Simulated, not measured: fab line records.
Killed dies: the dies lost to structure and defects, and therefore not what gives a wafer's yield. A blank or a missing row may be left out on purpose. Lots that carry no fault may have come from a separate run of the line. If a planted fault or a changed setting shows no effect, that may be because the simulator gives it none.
Matching of chambers / flow sky130 / 4 sister chambers for SKY_VIA1_CMP_24 on cmp-02
The step polishes, stops on SiO2, t overpolish 15 s, target thk 0 nm. 16 wafers are shown with their chamber, then 8 later ones without.

EACH WAFER AND ITS CHAMBER
wafer=L411.2; chamber=0; motor current A (A)=9.8; time to endpoint s (s)=67.5; overpolish run s (s)=15.012
wafer=L411.4; chamber=3; motor current A (A)=10.5; time to endpoint s (s)=68.7; overpolish run s (s)=14.991
wafer=L411.6; chamber=0; motor current A (A)=10.7; time to endpoint s (s)=63.5; overpolish run s (s)=15.002
wafer=L413.2; chamber=1; motor current A (A)=10.8; time to endpoint s (s)=65.3; overpolish run s (s)=15.010
wafer=L413.3; chamber=3; motor current A (A)=10.5; time to endpoint s (s)=65.1; overpolish run s (s)=15.008
wafer=L413.4; chamber=0; motor current A (A)=10.4; time to endpoint s (s)=60.4; overpolish run s (s)=14.987
wafer=L415.1; chamber=2; motor current A (A)=10.9; time to endpoint s (s)=65.4; overpolish run s (s)=15.002
wafer=L415.5; chamber=3; motor current A (A)=10.4; time to endpoint s (s)=61.7; overpolish run s (s)=15.019
wafer=L415.6; chamber=2; motor current A (A)=11.0; time to endpoint s (s)=63.5; overpolish run s (s)=14.993
wafer=L425.1; chamber=0; motor current A (A)=10.4; time to endpoint s (s)=64.0; overpolish run s (s)=15.005
wafer=L425.3; chamber=3; motor current A (A)=10.1; time to endpoint s (s)=67.1; overpolish run s (s)=14.996
wafer=L425.4; chamber=1; motor current A (A)=11.1; time to endpoint s (s)=66.4; overpolish run s (s)=14.996
wafer=L427.1; chamber=0; motor current A (A)=10.2; time to endpoint s (s)=65.4; overpolish run s (s)=15.008
wafer=L427.4; chamber=2; motor current A (A)=11.0; time to endpoint s (s)=63.8; overpolish run s (s)=15.014
wafer=L427.6; chamber=1; motor current A (A)=11.4; time to endpoint s (s)=63.8; overpolish run s (s)=15.018
wafer=L430.2; chamber=3; motor current A (A)=10.5; time to endpoint s (s)=64.2; overpolish run s (s)=15.010

SIGNATURES, as means of the wafers listed above
reading=motor current A; chamber 0=10.300; chamber 1=11.100; chamber 2=10.967; chamber 3=10.400; scatter within a chamber=0.249
reading=time to endpoint s; chamber 0=64.160; chamber 1=65.167; chamber 2=64.233; chamber 3=65.360; scatter within a chamber=2.27
reading=overpolish run s; chamber 0=15.00280; chamber 1=15.00800; chamber 2=15.00300; chamber 3=15.00480; scatter within a chamber=0.0106
Rule: a wafer lies at a distance from a chamber equal to the root of the sum of squares, over the readings, of (its reading less the chamber's mean, divided by the reading's scatter). The wafer belongs to the nearest chamber; if the next one is less than 2 further off, it can't be placed. The scatter: the root of (the sum of the squares of (reading less its chamber's mean) over the shown wafers, divided by (wafers less chambers)).

WAFERS MISSING THEIR CHAMBER
wafer=L430.5; motor current A (A)=10.1; time to endpoint s (s)=62.8; overpolish run s (s)=15.004
wafer=L430.6; motor current A (A)=10.6; time to endpoint s (s)=63.4; overpolish run s (s)=14.990
wafer=L431.1; motor current A (A)=11.3; time to endpoint s (s)=66.7; overpolish run s (s)=15.013
wafer=L431.4; motor current A (A)=11.0; time to endpoint s (s)=66.2; overpolish run s (s)=15.010
wafer=L431.6; motor current A (A)=10.6; time to endpoint s (s)=65.5; overpolish run s (s)=14.990
wafer=L433.2; motor current A (A)=11.0; time to endpoint s (s)=66.0; overpolish run s (s)=14.996
wafer=L433.4; motor current A (A)=10.8; time to endpoint s (s)=66.2; overpolish run s (s)=14.998
wafer=L433.5; motor current A (A)=11.2; time to endpoint s (s)=66.0; overpolish run s (s)=15.003

EACH ONE'S CHAMBER
wafer=L430.5; from the rows above=can't be placed: 0 or 3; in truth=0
wafer=L430.6; from the rows above=can't be placed: 0 or 3 or 2 or 1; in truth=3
wafer=L431.1; from the rows above=can't be placed: 1 or 2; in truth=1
wafer=L431.4; from the rows above=can't be placed: 1 or 2 or 3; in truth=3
wafer=L431.6; from the rows above=can't be placed: 3 or 0 or 2 or 1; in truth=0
wafer=L433.2; from the rows above=can't be placed: 2 or 1 or 3 or 0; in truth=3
wafer=L433.4; from the rows above=can't be placed: 2 or 1 or 3 or 0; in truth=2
wafer=L433.5; from the rows above=can't be placed: 1 or 2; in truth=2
Correctly placed: 0 of 8. Not placeable from these rows: 8 (in 8, the candidates include the true chamber). 0 placed wrongly.
